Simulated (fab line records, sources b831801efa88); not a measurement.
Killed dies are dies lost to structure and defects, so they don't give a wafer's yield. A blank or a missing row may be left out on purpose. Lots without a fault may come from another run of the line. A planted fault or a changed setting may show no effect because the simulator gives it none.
fab line records | flow sky130
record lots=5 wafers=15 last_day=49
route steps=708 shown METAL2@492 VIA2@507 METAL3@532 PAD_OPEN@708
lots that met no fault: from a run of the same line without faults
start_h: hours from the record's first day to the start of the lot's first wafer shown | wait_h: hours since the lot's step before | " the same as in the row above | L1.1+2: a row that stands for several wafers | - no value, or no start given | * or withheld: withheld | < > ~ a bound
route shown NAME@n: a module of which the file shows steps, and the number in the route of the first | usual: mean/standard deviation of fault-free wafers | same: alike in all rows | chamber/n: place in a boat | sites: the reading at each site | _std_site: their standard deviation | _edge_site: outer sites' mean less inner sites' | radius_mm: how far each site lies from the wafer's centre | mask NAME#n: copy n | behind: the tool/chamber that last shaped the wafer | hold: why the lot was held/for how many hours/how that ended | device: the transistor (n, p or np) that didn't switch | end of line: the same wafers' tests at the end of the route | a step without rows: its recipe alone | killed: dies lost to structure and defects at the first sort, not the wafer's yield | map: a wafer's dies, x killed, . not, _ none there
set.NAME: the setting as run; set.NAME@STEP: as run at that earlier step | model.NAME: the simulator's own value behind a step, which no gauge read
lots at some steps of the route; a table a step, a row a wafer
## steps
# step SKY_METAL2_COAT_09
# recipe resist=BARC temp_c=withheld time_s=withheld spin_rpm=3000 resist_thk_nm=60
# step SKY_METAL2_COAT_10
# recipe resist=KrF-thick spin_rpm=3000 resist_thk_nm=450
# step SKY_METAL2_SOFTBAKE_11
# recipe temp_c=100 time_s=90 resist=KrF-thick
# step SKY_METAL2_EXPOSE_12
# recipe mask_id=MM2 na=0.8 source_shape=annular sigma_inner=0.55 sigma_outer=0.85 target_cd_nm=140 dose_mj=28
# step SKY_METAL2_PEB_13
# recipe peb_temp_c=withheld peb_time_s=withheld resist=KrF-thick
# step SKY_METAL2_DEVELOP_14
# recipe develop_time_s=60 resist=KrF-thick dev_temp_c=21
# step SKY_METAL2_DESCUM_17
# recipe chemistry=O2 source_power_w=150 bias_power_w=0 pressure_mtorr=10 temp_c=40 time_s=8
# step SKY_METAL2_ETCH_18
# recipe chemistry=N2/H2 target=BARC ion_energy_ev=200 bias_w=100 pressure_mtorr=30 n2_flow_sccm=100 h2_flow_sccm=200 icp_w=500 stop_on=SiO2 time_s=45.9 target_depth_a=600
# step SKY_METAL2_METAL_ETCH_19
# recipe target_depth_a=3600 stop_on=SiO2 over_etch_frac=0.3 time_s=78 chemistry=Cl2/BCl3 resist_sidewall_deg=88 pressure_mtorr=10 icp_w=900 bias_w=48.5 Cl2_flow_sccm=60 bcl3_flow_sccm=30
# step SKY_METAL2_STRIP_20
# recipe chemistry=O2/N2 power_w=1400 pressure_mtorr=1500 platen_temp_c=withheld o2_flow_sccm=3000 n2_flow_sccm=300 overash_fraction=0.5
# step SKY_METAL2_STRIP_21
# recipe chemistry=post_etch_residue_remover time_s=1200 temp_c=72.5
# columns lot.wafer tool chamber start_h wait_h
L598.1+2+6 wet_bench-02 2 821.38 0.1
L599.1+2+3 wet_bench-01 3 822.88 0.1
L610.4+5+6 wet_bench-02 3 956.55 0.0
L612.1+4+5 wet_bench-02 3 960.70 0.1
L614.2+4+6 wet_bench-02 2 961.48 0.1
# step SKY_METAL2_CLEAN_22
# recipe chemistry=IPA time_s=180 temp_c=25
# step SKY_METAL2_CLEAN_23
# recipe chemistry=O3/DIW dry=n2_spin
# step SKY_VIA2_HDPCVD_00
# recipe material=SiO2 target_thk_nm=1180 sigma_open_frac=0.3 time_s=196.7 temp_c=400 sih4_flow_sccm=60 pressure_mtorr=6
# step SKY_VIA2_CMP_02
# recipe material=SiO2 down_force_psi=4 platen_rpm=60 pad_velocity_m_s=0.94248
# step SKY_VIA2_DEHYDRATE_04
# recipe temp_c=200 time_s=60
# step SKY_VIA2_HMDS_05
# recipe prime_time_s=60 prime_temp_c=120
# step SKY_VIA2_COAT_06
# recipe resist=BARC temp_c=withheld time_s=withheld spin_rpm=3000 resist_thk_nm=60
# step SKY_VIA2_COAT_07
# recipe resist=KrF-thick spin_rpm=3000 resist_thk_nm=450
# step SKY_VIA2_SOFTBAKE_08
# recipe temp_c=100 time_s=90 resist=KrF-thick
# step SKY_VIA2_EXPOSE_09
# recipe mask_id=VIM2 na=0.8 source_shape=annular sigma_inner=0.55 sigma_outer=0.85 target_cd_nm=200 dose_mj=38
# step SKY_VIA2_PEB_10
# recipe peb_temp_c=withheld peb_time_s=withheld resist=KrF-thick
# step SKY_VIA2_DEVELOP_11
# recipe develop_time_s=60 resist=KrF-thick dev_temp_c=21
# step SKY_VIA2_ETCH_14
# recipe chemistry=N2/H2 target=BARC ion_energy_ev=200 source_w=500 bias_w=100 pressure_mtorr=30 n2_flow_sccm=100 h2_flow_sccm=200 stop_on=SiO2 time_s=45.9 target_depth_a=600
# step SKY_VIA2_ETCH_15
# recipe target=SiO2 chemistry=C4F8/O2/Ar target_depth_nm=546 stop_on=TiN mask_material=KrF-thick source_w=1500 bias_w=1200 pressure_mtorr=40 c4f8_flow_sccm=withheld O2_flow_sccm=6 Ar_flow_sccm=300 time_s=84
# step SKY_VIA2_STRIP_16
# recipe chemistry=O2/N2 power_w=1400 pressure_mtorr=1500 platen_temp_c=withheld o2_flow_sccm=3000 n2_flow_sccm=300 overash_fraction=0.5
# step SKY_VIA2_STRIP_17
# recipe chemistry=post_etch_residue_remover time_s=1200 temp_c=72.5
# step SKY_VIA2_CLEAN_18
# recipe chemistry=IPA time_s=180 temp_c=25
# step SKY_VIA2_CLEAN_19
# recipe chemistry=O3/DIW dry=n2_spin
# step SKY_VIA2_SPUTTER_20
# recipe material=TiN target_thk_nm=20 chamber_pressure_pa=5 power_w=4000 time_s=80
# step SKY_VIA2_CVD_21
# recipe material=W target_thk_nm=420 time_s=126.4 temp_c=400 pressure_torr=40
# step SKY_VIA2_CMP_24
# recipe stop_on=SiO2 t_overpolish_s=20 down_force_psi=3.5 platen_rpm=60 target_thk_nm=0 pad_velocity_m_s=0.94248
# step SKY_METAL3_SPUTTER_00
# recipe material=Ti target_thk_nm=15 power_w=3000 time_s=10 chamber_pressure_pa=0.4
# step SKY_METAL3_SPUTTER_01
# recipe material=TiN target_thk_nm=20 power_w=6500 time_s=16.7 chamber_pressure_pa=0.4
# step SKY_PAD_OPEN_PROBE_99
# usual defect_limited_yield=82.6/2 killed_at_M0_to_M3=43/7.3 killed_at_M4_up=3.4/1.7 killed_at_contacts=24/4.5 killed_at_front_end=16/4.4 killed_at_other=0.2/0.51 killed_dies=86/9.7 killed_open=46/6.6 killed_short=39/7.1 sort_bin_3_pad_short=0.9/0.45 sort_bin_5_function=10.4/1.4 sort_bin_6_memory=6.2/1.2 sort_n_pass=406/9.7 sort_yield_pct=82.6/2
# same gross_dies=492 killed_at_back_side=0 sort_bin_4_leakage[%]=0 sort_bin_8_speed[%]=0
# columns lot.wafer tool chamber start_h wait_h defect_limited_yield[%] killed_at_M0_to_M3 killed_at_M4_up killed_at_contacts killed_at_front_end killed_at_other killed_dies killed_open killed_short sort_bin_3_pad_short[%] sort_bin_5_function[%] sort_bin_6_memory[%] sort_n_pass sort_yield_pct[%] model.etest.tester.sort_n_pass model.etest.tester.sort_yield_pct model.etest.tester.sort_bin_5_pct model.etest.tester.sort_bin_3_pct
L599.1 prober-01 - 1076.68 0.1 81.9 41 3 19 26 0 89 49 38 1.2 12.0 4.9 403 81.9 403 81.91 11.99 1.22
L599.2 prober-01 - 1076.73 0.1 83.7 46 3 21 10 0 80 44 35 0.6 9.8 5.9 412 83.7 412 83.74 9.756 0.6098
L599.3 prober-01 - 1076.78 0.2 85.8 33 1 23 13 0 70 44 25 0.4 8.1 5.7 422 85.8 422 85.77 8.13 0.4065
L598.1 prober-02 - 1077.55 0.1 83.5 48 4 19 10 0 81 45 36 0.2 11.2 5.1 411 83.5 411 83.54 11.18 0.2033
L598.2 prober-02 - 1077.60 0.1 85.2 35 3 23 10 2 73 41 31 0.6 7.9 6.3 419 85.2 419 85.16 7.927 0.6098
L598.6 prober-02 - 1077.80 0.2 80.9 49 2 27 16 0 94 55 39 1.8 10.8 6.5 398 80.9 398 80.89 10.77 1.829
L610.4 prober-01 - 1180.61 0.2 72.4 88 0 23 24 1 136 40 43 3.3 18.7 5.7 356 72.4 356 72.36 18.7 3.252
L610.5 prober-01 - 1180.66 0.2 71.7 103 0 21 15 0 139 49 35 3.9 16.3 8.1 353 71.7 353 71.75 16.26 3.862
L610.6 prober-01 - 1180.71 0.2 69.3 110 1 23 17 0 151 47 46 4.3 19.1 7.3 341 69.3 341 69.31 19.11 4.268
L612.1 prober-01 - 1181.96 0.1 75.8 89 3 15 12 0 119 35 28 2.4 15.9 5.9 373 75.8 373 75.81 15.85 2.439
L612.4 prober-01 - 1182.11 0.2 72.6 94 4 20 17 0 135 55 22 4.3 16.3 6.9 357 72.6 357 72.56 16.26 4.268
L612.5 prober-01 - 1182.16 0.2 74.6 94 3 22 6 0 125 40 33 3.3 15.4 6.7 367 74.6 367 74.59 15.45 3.252
L614.2 prober-01 - 1183.08 0.1 73.6 88 3 24 15 0 130 40 30 3.3 17.3 5.9 362 73.6 362 73.58 17.28 3.252
L614.4 prober-01 - 1183.18 0.2 72.6 101 3 19 12 0 135 39 36 2.8 16.3 8.3 357 72.6 357 72.56 16.26 2.846
L614.6 prober-01 - 1183.28 0.2 75.2 83 4 21 14 0 122 47 20 3.3 15.4 6.1 370 75.2 370 75.2 15.45 3.252
# killed by level:class
L599.1 VIA2:geometric_particle:open=14 VIA1:geometric_particle:open=8 FIELD_ISO:geometric_particle:short=7 FIELD_ISO:geometric_particle:open=6 CONTACT:geometric_particle:short=5 CONTACT:geometric_particle:open=5 VIA3:geometric_particle:open=5 POLY_GATE:geometric_particle:short=4
L599.2 VIA1:geometric_particle:open=14 CONTACT:geometric_particle:open=7 VIA2:geometric_particle:open=7 VIA3:geometric_particle:open=6 POLY_GATE:geometric_particle:short=4 LI_CONTACT:geometric_particle:open=4 LOCAL_INTERCONNECT:geometric_particle:short=4 METAL1:geometric_particle:short=4
L599.3 CONTACT:geometric_particle:open=13 VIA3:geometric_particle:open=8 VIA2:geometric_particle:open=5 VIA1:geometric_particle:short=4 VIA1:geometric_particle:open=4 FIELD_ISO:geometric_particle:short=3 FIELD_ISO:geometric_particle:open=3 POLY_GATE:geometric_particle:open=3
L598.1 VIA2:geometric_particle:open=10 METAL1:geometric_particle:short=8 CONTACT:geometric_particle:open=7 LOCAL_INTERCONNECT:geometric_particle:short=6 VIA1:geometric_particle:short=6 VIA3:geometric_particle:open=6 VIA1:geometric_particle:open=4 METAL1:geometric_particle:open=3
L598.2 VIA1:geometric_particle:open=10 CONTACT:geometric_particle:open=7 CONTACT:geometric_particle:short=5 METAL2:geometric_particle:short=5 LI_CONTACT:geometric_particle:open=4 METAL1:geometric_particle:short=4 METAL2:geometric_particle:open=4 POLY_GATE:geometric_particle:open=3
L598.6 VIA1:geometric_particle:open=15 CONTACT:geometric_particle:open=8 VIA3:geometric_particle:open=8 METAL1:geometric_particle:short=7 LI_CONTACT:geometric_particle:open=6 LOCAL_INTERCONNECT:geometric_particle:short=5 FIELD_ISO:geometric_particle:open=4 CONTACT:geometric_particle:short=4
L610.4 METAL2:unspecified=53 LI_CONTACT:geometric_particle:open=10 VIA1:geometric_particle:open=10 FIELD_ISO:geometric_particle:short=9 LOCAL_INTERCONNECT:geometric_particle:short=6 FIELD_ISO:geometric_particle:open=5 VIA1:geometric_particle:short=5 VIA2:geometric_particle:open=5
L610.5 METAL2:unspecified=55 VIA1:geometric_particle:open=18 VIA2:geometric_particle:open=8 METAL1:geometric_particle:short=7 LI_CONTACT:geometric_particle:open=6 CONTACT:geometric_particle:open=6 VIA3:geometric_particle:short=5 LI_CONTACT:geometric_particle:short=4
L610.6 METAL2:unspecified=58 METAL1:geometric_particle:short=10 CONTACT:geometric_particle:open=9 VIA1:geometric_particle:open=9 VIA2:geometric_particle:short=6 VIA3:geometric_particle:open=5 FIELD_ISO:geometric_particle:short=5 VIA1:geometric_particle:short=5
L612.1 METAL2:unspecified=56 VIA1:geometric_particle:open=11 CONTACT:geometric_particle:open=6 METAL1:geometric_particle:short=5 POLY_GATE:geometric_particle:open=4 METAL2:geometric_particle:short=4 FIELD_ISO:geometric_particle:open=3 LOCAL_INTERCONNECT:geometric_particle:open=3
L612.4 METAL2:unspecified=57 VIA1:geometric_particle:open=11 CONTACT:geometric_particle:open=9 VIA2:geometric_particle:open=8 LI_CONTACT:geometric_particle:open=7 VIA3:geometric_particle:open=5 SPACER:geometric_particle:open=4 VIA2:geometric_particle:short=4
L612.5 METAL2:unspecified=52 VIA1:geometric_particle:open=9 CONTACT:geometric_particle:open=8 VIA2:geometric_particle:open=8 VIA1:geometric_particle:short=6 LI_CONTACT:geometric_particle:open=5 LOCAL_INTERCONNECT:geometric_particle:short=4 VIA2:geometric_particle:short=4
L614.2 METAL2:unspecified=60 VIA1:geometric_particle:open=8 CONTACT:geometric_particle:open=8 VIA2:geometric_particle:open=7 CONTACT:geometric_particle:short=6 LI_CONTACT:geometric_particle:open=5 LOCAL_INTERCONNECT:geometric_particle:short=4 FIELD_ISO:geometric_particle:open=3
L614.4 METAL2:unspecified=60 VIA1:geometric_particle:open=8 VIA2:geometric_particle:open=7 CONTACT:geometric_particle:open=5 VIA1:geometric_particle:short=5 METAL2:geometric_particle:short=5 CONTACT:geometric_particle:short=4 VIA3:geometric_particle:open=4
L614.6 METAL2:unspecified=55 CONTACT:geometric_particle:open=11 VIA1:geometric_particle:open=9 LI_CONTACT:geometric_particle:open=6 VIA3:geometric_particle:open=5 FIELD_ISO:geometric_particle:short=4 FIELD_ISO:geometric_particle:open=4 VIA1:geometric_particle:short=3
# map L610.6 (x killed, . not)
__________........xx_________
________...x.....xx.xx_______
______....x....xxxxxxxxx_____
_____.........x.xxxxxxxxx____
____x...........xxxxxxxxxx___
___x.....x...x.xxxxxxxxxxx.__
__x....xx.......xxxxxxxx...._
_...x..x.........xxxxxxxx.x..
_....x......xx.....xxx.x.....
_x............x..x...x.......
_xxx....x...xx.x.............
_..xxx.x...x.........xxx..x.x
_x...x.........x.xx.x.xx.....
_.....xxx..............x.x...
_...x...x.x..x.x..........x.x
__.........x.x..........x..._
___x.x..xx..x.x.x..x.x.x...__
____.x.x........x.x....x..___
_____....x...............____
______.......x..x......._____
________x.x...xxx....._______
__________..xx....x._________
# map L612.4 (x killed, . not)
__________..xx....x._________
________x.......xxx.xx_______
______..x.x......xxxxxxx_____
_____..x..x....x.xxxxxxx.____
____...........xxxxxxxxx..___
___.............xxxxxxxxxx.__
__x.....x....x..xxxxxxxx...._
_.x..x.x....x....xxxxxxx.....
_x......x....x.x..xxxx.x.x.x.
_x........x....xx...x.x.x....
_...........x....x...x......x
_x.x.x.x......x...x........x.
_.....x...x.x..xx...........x
_....x......x..............x.
_..............x....x...x....
__................x..x....x._
___x......xx......x.x......__
____..x...x......x.....x..___
_____.x.xxxxx............____
______..........x....x.._____
________.....x........_______
__________.xx..x.x.._________
## key
first_sign step=SKY_PAD_OPEN_PROBE_99 reading=killed_at_M0_to_M3 direction=up sigmas=7.1 usual=43 struck=94
effect step=SKY_PAD_OPEN_PROBE_99 reading=sort_bin_3_pad_short direction=up sigmas=5.7 usual=0.9 struck=3.4
model_effect step=SKY_PAD_OPEN_PROBE_99 value=etest.tester.sort_n_pass without=410.1 struck=359.6
met_at SKY_METAL2_STRIP_21
struck_wafers L610.4,L610.5,L610.6,L612.1,L612.4,L612.5,L614.2,L614.4,L614.6
onset_between 821.38 956.55
also_fits time
fault kind=chamber_particle_source tool=wet_bench-02 chamber=- onset_h=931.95 steps=SKY_METAL2_STRIP_21 rate_per_visit_cm2=1.1102 end_h=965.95
